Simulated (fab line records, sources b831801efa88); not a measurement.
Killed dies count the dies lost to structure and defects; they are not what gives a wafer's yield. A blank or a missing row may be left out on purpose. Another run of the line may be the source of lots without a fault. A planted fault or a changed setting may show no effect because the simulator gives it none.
fab line records | flow sky130
record lots=6 | wafers=18 | lastDay=49
route steps=708 shown METAL1@441 PAD_OPEN@708
lots that met no fault: from a run of the same line without faults
startH: start of the lot's first displayed wafer, in hours after the record's first day | waitH: time in hours since the lot's previous step | " as in the row above | L1.1+2: a single row standing in for several wafers | - either no value or no given start | * or withheld: withheld | < > ~ a bound
route shown NAME@n: names a module that has steps shown in the file, with the first one's number in the route | usual: mean and standard deviation over wafers with no fault | same: alike in all rows | chamber/n: place in a boat | sites: each site's reading | _std_site: the standard deviation of these | _edge_site: outer sites' mean less inner sites' | radiusMm: how far each site lies from the wafer's centre | mask NAME#n: copy n | behind: tool/chamber where the wafer was last shaped | hold: reason for holding the lot/hours on hold/outcome of the hold | device: which transistor (n, p or np) failed to switch | end of line: the route-end tests of the same wafers | a step given without rows: its recipe and nothing more | killed: dies that structure and defects cost at the first sort, which is not the same as the wafer's yield | map: a wafer's dies, marking killed ones x, the rest . and places with no die _
set.NAME: the setting as run; set.NAME@STEP: as run at that earlier step | model.NAME: the simulator's own value behind a step, which no gauge read
a table for each step, a row for each wafer; lots at some steps of the route
services: when a tool's chamber went out of use (startH, in hours from the record's first day, below 0 if earlier), for how many hours, and the reason
## steps
# step SKY_METAL1_DEHYDRATE_07
# recipe tempC=200 | timeS=60
# step SKY_METAL1_HMDS_08
# recipe primeTimeS=60 | primeTempC=120
# step SKY_METAL1_COAT_09
# recipe resist=BARC | tempC=withheld | timeS=withheld | spinRpm=3000 | resistThkNm=60
# step SKY_METAL1_COAT_10
# recipe resist=KrF-thick | spinRpm=3000 | resistThkNm=450
# step SKY_METAL1_SOFTBAKE_11
# recipe tempC=100 | timeS=90 | resist=KrF-thick
# step SKY_METAL1_EXPOSE_12
# recipe maskId=MM1 | na=0.8 | sourceShape=annular | sigmaInner=0.55 | sigmaOuter=0.85 | targetCdNm=140 | doseMj=28
# step SKY_METAL1_PEB_13
# recipe pebTempC=withheld | pebTimeS=withheld | resist=KrF-thick
# step SKY_METAL1_DEVELOP_14
# recipe developTimeS=60 | resist=KrF-thick | devTempC=21
# step SKY_METAL1_CD_MEAS_15
# recipe targetCdNm=140
# usual cdNm=140.0/1.7
lot.wafer | tool     | chamber | startH | waitH | cdNm
L854.1    | cdSem-02 | -       | 781.28 | -     | 136.9
L854.3    | "        | -       | "      | "     | 137.4
L854.5    | "        | -       | "      | "     | 136.9
L857.1    | cdSem-02 | -       | 813.25 | -     | 142.0
L857.2    | "        | -       | "      | "     | 140.2
L857.6    | "        | -       | "      | "     | 140.5
L860.2    | cdSem-02 | -       | 833.25 | -     | 140.0
L860.3    | "        | -       | "      | "     | 139.9
L860.4    | "        | -       | "      | "     | 140.7
L861.1    | cdSem-02 | -       | 841.04 | -     | 137.9
L861.2    | "        | -       | "      | "     | 137.9
L861.4    | "        | -       | "      | "     | 138.5
L864.4    | cdSem-02 | -       | 864.05 | -     | 141.6
L864.5    | "        | -       | "      | "     | 140.6
L864.6    | "        | -       | "      | "     | 139.4
L871.4    | cdSem-01 | -       | 915.79 | -     | 139.3
L871.5    | "        | -       | "      | "     | 140.5
L871.6    | "        | -       | "      | "     | 139.1
# step SKY_METAL1_OVL_MEAS_16
# usual METAL1_OVL=7/5.1
lot.wafer | tool       | chamber | startH | waitH | METAL1_OVL[nm]
L854.1    | overlay-02 | -       | 781.40 | 0.1   | 7
L854.3    | "          | -       | "      | "     | -2
L854.5    | "          | -       | "      | "     | 5
L857.1    | overlay-02 | -       | 813.37 | 0.1   | 4
L857.2    | "          | -       | "      | "     | 1
L857.6    | "          | -       | "      | "     | 10
L860.2    | overlay-01 | -       | 833.36 | 0.1   | 8
L860.3    | "          | -       | "      | "     | 10
L860.4    | "          | -       | "      | "     | 13
L861.1    | overlay-01 | -       | 841.16 | 0.1   | 0
L861.2    | "          | -       | "      | "     | 8
L861.4    | "          | -       | "      | "     | 1
L864.4    | overlay-02 | -       | 864.12 | 0.1   | 2
L864.5    | "          | -       | "      | "     | 2
L864.6    | "          | -       | "      | "     | 3
L871.4    | overlay-01 | -       | 915.87 | 0.1   | 10
L871.5    | "          | -       | "      | "     | 6
L871.6    | "          | -       | "      | "     | 10
# step SKY_METAL1_DESCUM_17
# recipe chemistry=O2 | sourcePowerW=150 | biasPowerW=0 | pressureMtorr=10 | tempC=40 | timeS=8
# usual drypumpMotorCurrentA=5.81/0.27 | oesProductAu=1.000/0.0092
lot.wafer | tool        | chamber | startH | waitH | drypumpMotorCurrentA | oesProductAu | rfHoursCounterH
L854.1    | rieMetal-01 | 1       | 781.44 | 0.0   | 5.37                 | 1.005        | 11
L854.3    | "           | 1       | "      | "     | 5.37                 | 1.011        | -
L854.5    | "           | 1       | "      | "     | 5.37                 | 1.018        | -
L857.1    | rieMetal-03 | 1       | 813.41 | 0.0   | 6.02                 | 0.994        | 1
L857.2    | "           | 0       | "      | "     | 6.08                 | 0.996        | 13
L857.6    | "           | 1       | "      | "     | 5.99                 | 0.999        | -
L860.2    | rieMetal-03 | 1       | 833.39 | 0.0   | 6.01                 | 0.996        | 1
L860.3    | "           | 1       | "      | "     | 6.04                 | 1.009        | -
L860.4    | "           | 0       | "      | "     | 6.07                 | 1.000        | -
L861.1    | rieMetal-03 | 0       | 841.20 | 0.0   | 6.08                 | 1.009        | 14
L861.2    | "           | 1       | "      | "     | 6.01                 | 1.011        | 2
L861.4    | "           | 1       | "      | "     | 6.00                 | 1.013        | -
L864.4    | rieMetal-04 | 0       | 864.15 | 0.0   | 5.57                 | 0.999        | -
L864.5    | "           | 0       | "      | "     | 5.56                 | 1.002        | -
L864.6    | "           | 1       | "      | "     | 5.95                 | 0.986        | -
L871.4    | rieMetal-04 | 0       | 915.92 | 0.0   | 5.58                 | 0.997        | -
L871.5    | "           | 0       | "      | "     | 5.57                 | 0.997        | -
L871.6    | "           | 0       | "      | "     | 5.58                 | 1.010        | -
# step SKY_METAL1_ETCH_18
# recipe chemistry=N2/H2 | target=BARC | ionEnergyEv=200 | biasW=100 | pressureMtorr=30 | n2FlowSccm=100 | h2FlowSccm=200 | icpW=500 | stopOn=SiO2 | timeS=45.9 | targetDepthA=600
# usual drypumpMotorCurrentA=5.81/0.28 | h2FlowSccm=200.0/0.65 | oesProductAu=0.855/0.0052 | throttleValvePct=13.224/0.0092
lot.wafer | tool        | chamber | startH | waitH | drypumpMotorCurrentA | h2FlowSccm | oesProductAu | rfHoursCounterH | throttleValvePct
L854.1    | rieMetal-01 | 1       | 781.50 | 0.1   | 5.36                 | 199.9      | 0.854        | 11              | 13.213
L854.3    | "           | 1       | "      | "     | 5.38                 | 200.3      | 0.851        | -               | 13.217
L854.5    | "           | 1       | "      | "     | 5.38                 | 200.7      | 0.862        | -               | 13.218
L857.1    | rieMetal-03 | 1       | 813.44 | 0.0   | 6.02                 | 200.5      | 0.863        | 1               | 13.217
L857.2    | "           | 0       | "      | "     | 6.07                 | 199.9      | 0.844        | 13              | 13.222
L857.6    | "           | 1       | "      | "     | 6.03                 | 199.4      | 0.851        | -               | 13.229
L860.2    | rieMetal-03 | 1       | 833.42 | 0.0   | 6.05                 | 200.7      | 0.853        | 1               | 13.212
L860.3    | "           | 1       | "      | "     | 6.02                 | 199.7      | 0.850        | -               | 13.232
L860.4    | "           | 0       | "      | "     | 6.05                 | 200.6      | 0.863        | -               | 13.210
L861.1    | rieMetal-03 | 0       | 841.23 | 0.0   | 6.08                 | 199.8      | 0.855        | 14              | 13.231
L861.2    | "           | 1       | "      | "     | 6.05                 | 200.7      | 0.850        | 2               | 13.234
L861.4    | "           | 1       | "      | "     | 6.04                 | 200.6      | 0.854        | -               | 13.222
L864.4    | rieMetal-04 | 0       | 864.19 | 0.0   | 5.58                 | 201.1      | 0.853        | -               | 13.214
L864.5    | "           | 0       | "      | "     | 5.58                 | 200.6      | 0.859        | -               | 13.220
L864.6    | "           | 1       | "      | "     | 5.92                 | 199.9      | 0.851        | -               | 13.225
L871.4    | rieMetal-04 | 0       | 916.01 | 0.1   | 5.53                 | 199.2      | 0.859        | -               | 13.213
L871.5    | "           | 0       | "      | "     | 5.55                 | 199.9      | 0.863        | -               | 13.228
L871.6    | "           | 0       | "      | "     | 5.55                 | 200.1      | 0.856        | -               | 13.240
# step SKY_METAL1_METAL_ETCH_19
# recipe targetDepthA=3600 | stopOn=SiO2 | overEtchFrac=0.3 | timeS=78 | chemistry=Cl2/BCl3 | resistSidewallDeg=88 | pressureMtorr=10 | icpW=900 | biasW=48.5 | Cl2_flow_sccm=60 | bcl3FlowSccm=30
# usual drypumpMotorCurrentA=5.80/0.27 | oesProductAu=0.858/0.0063 | overEtchFrac=0.3/0 | throttleValvePct=22.264/0.0092
lot.wafer | tool        | chamber | startH | waitH | drypumpMotorCurrentA | oesProductAu | overEtchFrac | rfHoursCounterH | throttleValvePct | model.KrF-thick_of_METAL1_COAT_10.thkNm | model.METAL1.cdNm
L854.1    | rieMetal-01 | 1       | 781.63 | 0.1   | 5.36                 | 0.851        | 0.3          | 11              | 22.265           | 159.6                                   | 136.7
L854.3    | "           | 1       | "      | "     | 5.35                 | 0.863        | 0.3          | -               | 22.267           | 157.9                                   | 136.2
L854.5    | "           | 1       | "      | "     | 5.37                 | 0.860        | 0.3          | -               | 22.243           | 157.5                                   | 135.5
L857.1    | rieMetal-03 | 1       | 813.51 | 0.0   | 6.01                 | 0.865        | 0.3          | 1               | 22.267           | 156.3                                   | 143.3
L857.2    | "           | 0       | "      | "     | 6.08                 | 0.858        | 0.3          | 13              | 22.269           | 156.8                                   | 139
L857.6    | "           | 1       | "      | "     | 6.01                 | 0.866        | 0.3          | -               | 22.258           | 154.6                                   | 140.8
L860.2    | rieMetal-03 | 1       | 833.48 | 0.0   | 6.00                 | 0.807        | 0.47053      | 2               | 22.272           | 124.3                                   | 135.9
L860.3    | "           | 1       | "      | "     | 6.00                 | 0.792        | 0.47053      | -               | 22.267           | 123                                     | 136.3
L860.4    | "           | 0       | "      | "     | 6.07                 | 0.861        | 0.3          | -               | 22.247           | 157                                     | 139.1
L861.1    | rieMetal-03 | 0       | 841.29 | 0.0   | 6.08                 | 0.863        | 0.3          | 14              | 22.249           | 157.3                                   | 137.2
L861.2    | "           | 1       | "      | "     | 6.03                 | 0.804        | 0.47053      | 2               | 22.269           | 123.9                                   | 136.1
L861.4    | "           | 1       | "      | "     | 6.04                 | 0.802        | 0.47053      | -               | 22.272           | 126                                     | 135.9
L864.4    | rieMetal-04 | 0       | 864.27 | 0.1   | 5.57                 | 0.852        | 0.3          | -               | 22.247           | 157.9                                   | 143.3
L864.5    | "           | 0       | "      | "     | 5.58                 | 0.861        | 0.3          | -               | 22.268           | 154.7                                   | 141.7
L864.6    | "           | 1       | "      | "     | 5.91                 | 0.861        | 0.3          | -               | 22.272           | 165.2                                   | 137.5
L871.4    | rieMetal-04 | 0       | 916.17 | 0.1   | 5.53                 | 0.855        | 0.3          | -               | 22.278           | 161.2                                   | 139.5
L871.5    | "           | 0       | "      | "     | 5.57                 | 0.858        | 0.3          | -               | 22.252           | 160.4                                   | 141
L871.6    | "           | 0       | "      | "     | 5.56                 | 0.862        | 0.3          | -               | 22.259           | 159.9                                   | 138.2
# step SKY_METAL1_STRIP_20
# recipe chemistry=O2/N2 | powerW=1400 | pressureMtorr=1500 | platenTempC=withheld | o2FlowSccm=3000 | n2FlowSccm=300 | overashFraction=0.5
# usual drypumpMotorCurrentA=5.8/0.39 | oesProductAu=0.343/0.0052 | stripTimeToEndpointS=2.70/0.045
lot.wafer | tool           | chamber | startH | waitH | drypumpMotorCurrentA | oesProductAu | rfHoursCounterH | stripTimeToEndpointS
L854.1    | plasmaAsher-04 | 1       | 781.81 | 0.1   | 6.6                  | 0.347        | 4               | 2.71
L854.3    | "              | 0       | "      | "     | 5.4                  | 0.342        | -               | 2.68
L854.5    | "              | 0       | "      | "     | 5.3                  | 0.336        | -               | 2.67
L857.1    | plasmaAsher-02 | 0       | 813.60 | 0.1   | 5.5                  | 0.333        | 68              | 2.66
L857.2    | "              | 1       | "      | "     | 6.0                  | 0.348        | 68              | 2.67
L857.6    | "              | 0       | "      | "     | 5.5                  | 0.347        | -               | 2.64
L860.2    | plasmaAsher-01 | 1       | 833.57 | 0.1   | 5.6                  | 0.319        | 96              | 2.30
L860.3    | "              | 1       | "      | "     | 5.6                  | 0.330        | -               | 2.29
L860.4    | "              | 0       | "      | "     | 5.9                  | 0.342        | -               | 2.69
L861.1    | plasmaAsher-01 | 1       | 841.38 | 0.1   | 5.6                  | 0.336        | 97              | 2.69
L861.2    | "              | 0       | "      | "     | 6.0                  | 0.331        | 97              | 2.31
L861.4    | "              | 0       | "      | "     | 6.0                  | 0.328        | -               | 2.33
L864.4    | plasmaAsher-01 | 1       | 864.36 | 0.1   | 5.6                  | 0.346        | -               | 2.70
L864.5    | "              | 1       | "      | "     | 5.6                  | 0.344        | -               | 2.64
L864.6    | "              | 0       | "      | "     | 6.0                  | 0.343        | -               | 2.76
L871.4    | plasmaAsher-02 | 0       | 916.29 | 0.1   | 5.5                  | 0.340        | -               | 2.73
L871.5    | "              | 1       | "      | "     | 6.0                  | 0.332        | -               | 2.71
L871.6    | "              | 0       | "      | "     | 5.5                  | 0.333        | -               | 2.71
# step SKY_METAL1_STRIP_21
# recipe chemistry=postEtchResidueRemover | timeS=1200 | tempC=72.5
# step SKY_PAD_OPEN_PROBE_99
# usual defectLimitedYield=82.1/1.9 | killed_at_M0_to_M3=45/6.8 | killed_at_M4_up=3.0/1.7 | killedAtContacts=25/5.7 | killedAtFrontEnd=15/4.6 | killedDies=88/9.5 | killedOpen=48/7.3 | killedShort=39/6.5 | sort_bin_3_pad_short=0.9/0.47 | sort_bin_5_function=10.6/1.5 | sort_bin_6_memory=6.4/1.2 | sortNPass=404/9.5 | sortYieldPct=82.1/1.9
# same grossDies=492 | killedAtBackSide=0 | killedAtOther=0 | sort_bin_4_leakage[%]=0 | sort_bin_8_speed[%]=0
lot.wafer | tool      | chamber | startH  | waitH | defectLimitedYield[%] | killed_at_M0_to_M3 | killed_at_M4_up | killedAtContacts | killedAtFrontEnd | killedDies | killedOpen | killedShort | sort_bin_3_pad_short[%] | sort_bin_5_function[%] | sort_bin_6_memory[%] | sortNPass | sortYieldPct[%]
L854.1    | prober-01 | -       | 1088.58 | 0.1   | 82.3                  | 34                 | 2               | 33               | 18               | 87         | 50         | 36          | 0.4                     | 11.4                   | 5.9                  | 405       | 82.3
L854.3    | prober-01 | -       | 1088.68 | 0.2   | 83.1                  | 39                 | 2               | 27               | 15               | 83         | 60         | 23          | 0.2                     | 10.6                   | 6.1                  | 409       | 83.1
L854.5    | prober-01 | -       | 1088.78 | 0.2   | 84.1                  | 42                 | 3               | 21               | 12               | 78         | 40         | 38          | 1.2                     | 9.6                    | 5.1                  | 414       | 84.1
L857.1    | prober-02 | -       | 1112.06 | 0.1   | 81.1                  | 43                 | 6               | 27               | 17               | 93         | 54         | 39          | 0.2                     | 12.8                   | 5.9                  | 399       | 81.1
L857.2    | prober-02 | -       | 1112.11 | 0.1   | 78.7                  | 57                 | 2               | 26               | 20               | 105        | 58         | 47          | 1.0                     | 13.0                   | 7.3                  | 387       | 78.7
L857.6    | prober-02 | -       | 1112.31 | 0.2   | 83.1                  | 38                 | 1               | 30               | 14               | 83         | 39         | 44          | 1.0                     | 10.6                   | 5.3                  | 409       | 83.1
L860.2    | prober-01 | -       | 1128.24 | 0.1   | 80.1                  | 55                 | 2               | 30               | 11               | 98         | 47         | 51          | 1.4                     | 10.6                   | 7.9                  | 394       | 80.1
L860.3    | prober-01 | -       | 1128.29 | 0.2   | 82.3                  | 45                 | 3               | 33               | 6                | 87         | 49         | 38          | 1.8                     | 10.2                   | 5.7                  | 405       | 82.3
L860.4    | prober-01 | -       | 1128.34 | 0.2   | 78.9                  | 48                 | 8               | 28               | 20               | 104        | 48         | 54          | 1.4                     | 12.8                   | 6.9                  | 388       | 78.9
L861.1    | prober-02 | -       | 1133.27 | 0.1   | 82.9                  | 48                 | 2               | 22               | 12               | 84         | 48         | 36          | 0.2                     | 10.8                   | 6.1                  | 408       | 82.9
L861.2    | prober-02 | -       | 1133.32 | 0.1   | 82.9                  | 37                 | 5               | 30               | 12               | 84         | 45         | 38          | 0.6                     | 10.4                   | 6.1                  | 408       | 82.9
L861.4    | prober-02 | -       | 1133.42 | 0.2   | 83.3                  | 38                 | 3               | 26               | 15               | 82         | 43         | 38          | 1.0                     | 8.9                    | 6.7                  | 410       | 83.3
L864.4    | prober-01 | -       | 1151.45 | 0.2   | 81.9                  | 40                 | 4               | 26               | 19               | 89         | 52         | 37          | 1.0                     | 9.1                    | 7.9                  | 403       | 81.9
L864.5    | prober-01 | -       | 1151.50 | 0.2   | 82.9                  | 31                 | 2               | 36               | 15               | 84         | 51         | 33          | 0.4                     | 10.8                   | 5.9                  | 408       | 82.9
L864.6    | prober-01 | -       | 1151.55 | 0.2   | 79.1                  | 44                 | 5               | 36               | 18               | 103        | 50         | 53          | 1.0                     | 13.6                   | 6.3                  | 389       | 79.1
L871.4    | prober-02 | -       | 1186.06 | 0.2   | 82.9                  | 43                 | 3               | 25               | 13               | 84         | 50         | 34          | 0.6                     | 9.3                    | 7.1                  | 408       | 82.9
L871.5    | prober-02 | -       | 1186.11 | 0.2   | 80.1                  | 50                 | 3               | 33               | 12               | 98         | 59         | 37          | 0.6                     | 11.0                   | 8.3                  | 394       | 80.1
L871.6    | prober-02 | -       | 1186.16 | 0.2   | 83.1                  | 38                 | 1               | 37               | 7                | 83         | 51         | 31          | 0.6                     | 10.8                   | 5.5                  | 409       | 83.1
# killed by level:class
L854.1 LI_CONTACT:geometricParticle:open=11 CONTACT:geometricParticle:short=10 VIA1:geometricParticle:open=7 POLY_GATE:geometricParticle:open=6 LOCAL_INTERCONNECT:geometricParticle:short=5 CONTACT:geometricParticle:open=5 VIA3:geometricParticle:open=5 FIELD_ISO:geometricParticle:open=4
L854.3 CONTACT:geometricParticle:open=13 LI_CONTACT:geometricParticle:open=11 VIA1:geometricParticle:open=10 VIA3:geometricParticle:open=6 FIELD_ISO:geometricParticle:open=5 METAL1:geometricParticle:short=5 METAL2:geometricParticle:short=4 POLY_GATE:geometricParticle:open=3
L854.5 VIA1:geometricParticle:open=6 CONTACT:geometricParticle:open=6 VIA3:geometricParticle:open=6 METAL1:geometricParticle:short=6 VIA2:geometricParticle:open=6 METAL2:geometricParticle:short=5 POLY_GATE:geometricParticle:open=4 CONTACT:geometricParticle:short=4
L857.1 CONTACT:geometricParticle:open=14 VIA2:geometricParticle:open=9 METAL1:geometricParticle:short=8 LI_CONTACT:geometricParticle:open=5 VIA1:geometricParticle:open=5 POLY_GATE:geometricParticle:short=4 POLY_GATE:geometricParticle:open=4 LI_CONTACT:geometricParticle:short=4
L857.2 VIA1:geometricParticle:open=13 CONTACT:geometricParticle:open=11 VIA2:geometricParticle:open=9 VIA3:geometricParticle:open=7 FIELD_ISO:geometricParticle:open=6 LI_CONTACT:geometricParticle:open=6 VIA1:geometricParticle:short=6 FIELD_ISO:geometricParticle:short=5
L857.6 VIA1:geometricParticle:open=9 CONTACT:geometricParticle:short=7 VIA1:geometricParticle:short=6 LI_CONTACT:geometricParticle:short=6 LI_CONTACT:geometricParticle:open=6 LOCAL_INTERCONNECT:geometricParticle:short=6 VIA2:geometricParticle:open=6 CONTACT:geometricParticle:open=5
L860.2 VIA1:geometricParticle:open=11 LI_CONTACT:geometricParticle:open=9 CONTACT:geometricParticle:open=9 METAL2:geometricParticle:short=9 VIA2:geometricParticle:open=8 CONTACT:geometricParticle:short=7 VIA1:geometricParticle:short=6 METAL1:geometricParticle:short=6
L860.3 VIA1:geometricParticle:open=11 CONTACT:geometricParticle:open=10 VIA3:geometricParticle:open=10 CONTACT:geometricParticle:short=9 LI_CONTACT:geometricParticle:open=8 LI_CONTACT:geometricParticle:short=5 VIA3:geometricParticle:short=5 METAL3:geometricParticle:short=4
L860.4 VIA1:geometricParticle:open=13 CONTACT:geometricParticle:open=10 METAL2:geometricParticle:short=9 CONTACT:geometricParticle:short=7 VIA1:geometricParticle:short=6 LI_CONTACT:geometricParticle:open=5 FIELD_ISO:geometricParticle:short=4 FIELD_ISO:geometricParticle:open=4
L861.1 VIA1:geometricParticle:open=11 CONTACT:geometricParticle:open=9 VIA3:geometricParticle:open=8 VIA2:geometricParticle:open=7 LI_CONTACT:geometricParticle:open=6 METAL2:geometricParticle:short=6 VIA1:geometricParticle:short=5 METAL3:geometricParticle:short=4
L861.2 CONTACT:geometricParticle:open=10 LI_CONTACT:geometricParticle:open=7 VIA1:geometricParticle:open=7 VIA2:geometricParticle:open=6 LOCAL_INTERCONNECT:geometricParticle:short=5 FIELD_ISO:geometricParticle:short=4 LI_CONTACT:geometricParticle:short=4 METAL1:geometricParticle:short=4
L861.4 CONTACT:geometricParticle:open=12 METAL1:geometricParticle:short=10 VIA3:geometricParticle:open=8 LI_CONTACT:geometricParticle:open=6 VIA1:geometricParticle:short=6 FIELD_ISO:geometricParticle:open=4 POLY_GATE:geometricParticle:short=4 LOCAL_INTERCONNECT:geometricParticle:short=4
L864.4 CONTACT:geometricParticle:open=14 FIELD_ISO:geometricParticle:open=9 VIA2:geometricParticle:open=7 FIELD_ISO:geometricParticle:short=5 METAL1:geometricParticle:short=5 VIA1:geometricParticle:short=5 METAL2:geometricParticle:short=5 VIA3:geometricParticle:open=5
L864.5 LI_CONTACT:geometricParticle:open=9 CONTACT:geometricParticle:open=9 VIA1:geometricParticle:open=7 VIA2:geometricParticle:open=7 CONTACT:geometricParticle:short=6 LOCAL_INTERCONNECT:geometricParticle:open=5 LOCAL_INTERCONNECT:geometricParticle:short=5 METAL2:geometricParticle:short=5
L864.6 CONTACT:geometricParticle:open=10 LI_CONTACT:geometricParticle:open=9 FIELD_ISO:geometricParticle:short=8 LOCAL_INTERCONNECT:geometricParticle:short=7 VIA1:geometricParticle:open=7 CONTACT:geometricParticle:short=6 METAL1:geometricParticle:short=6 VIA2:geometricParticle:open=6
L871.4 CONTACT:geometricParticle:open=13 VIA1:geometricParticle:open=10 METAL1:geometricParticle:short=6 CONTACT:geometricParticle:short=5 VIA3:geometricParticle:open=5 LI_CONTACT:geometricParticle:open=4 VIA2:geometricParticle:open=4 POLY_GATE:geometricParticle:short=3
L871.5 CONTACT:geometricParticle:open=12 VIA1:geometricParticle:open=12 LI_CONTACT:geometricParticle:open=10 VIA2:geometricParticle:open=9 VIA2:geometricParticle:short=6 CONTACT:geometricParticle:short=4 VIA1:geometricParticle:short=4 METAL2:geometricParticle:short=4
L871.6 CONTACT:geometricParticle:open=15 VIA1:geometricParticle:open=9 CONTACT:geometricParticle:short=9 LI_CONTACT:geometricParticle:open=7 VIA3:geometricParticle:open=7 LOCAL_INTERCONNECT:geometricParticle:short=5 VIA2:geometricParticle:open=5 METAL2:geometricParticle:open=3
## services
tool           | chamber | startH | hours | kind
rieMetal-03    | 1       | 759.78 | -     | clean
rieMetal-03    | 1       | 759.78 | 31.7  | scheduledDown
rieMetal-03    | 1       | 759.78 | 31.7  | ventCycle
rieMetal-01    | 0       | 776.36 | 7.6   | repair
rieMetal-01    | 1       | 777.41 | 3.8   | repair
rieMetal-01    | 1       | 782.80 | 6.0   | repair
rieMetal-01    | 0       | 788.76 | -     | clean
rieMetal-01    | 0       | 788.76 | 21.3  | scheduledDown
rieMetal-01    | 0       | 788.76 | 21.3  | ventCycle
rieMetal-04    | -       | 794.54 | 2.8   | pm
rieMetal-03    | -       | 809.05 | 0.2   | repair
rieMetal-01    | 0       | 863.65 | 46.6  | repair
rieMetal-04    | 0       | 884.09 | 6.3   | repair
plasmaAsher-04 | -       | 886.61 | 0.6   | repair
rieMetal-01    | 1       | 887.43 | 10.9  | repair
plasmaAsher-02 | -       | 903.39 | 2.8   | pm
rieMetal-04    | 1       | 904.68 | 99.6  | repair
plasmaAsher-04 | -       | 910.85 | 0.7   | repair
## key
firstSign step=SKY_METAL1_METAL_ETCH_19 | reading=overEtchFrac | direction=up | sigmas=99+ | usual=0.3 | struck=0.47053
effect step=SKY_METAL1_METAL_ETCH_19 | reading=oesProductAu | direction=down | sigmas=9 | usual=0.858 | struck=0.801
effect step=SKY_METAL1_STRIP_20 | reading=stripTimeToEndpointS | direction=down | sigmas=8.8 | usual=* | struck=*
modelEffect step=SKY_METAL1_METAL_ETCH_19 | value=KrF-thick_of_METAL1_COAT_10.thkNm | without=155.3 | struck=124.3
metAt SKY_METAL1_METAL_ETCH_19
struckWafers L860.2,L860.3,L861.2,L861.4
onsetBetween 813.51 833.48
fault kind=processParameterDrift | tool=rieMetal-03 | chamber=1 | onsetH=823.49 | steps=SKY_METAL1_METAL_ETCH_19 | channel=overEtchFrac | offset=0.17053 | shape=step | endH=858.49 | actsIn=theseRecipesOnly | stated=0.3
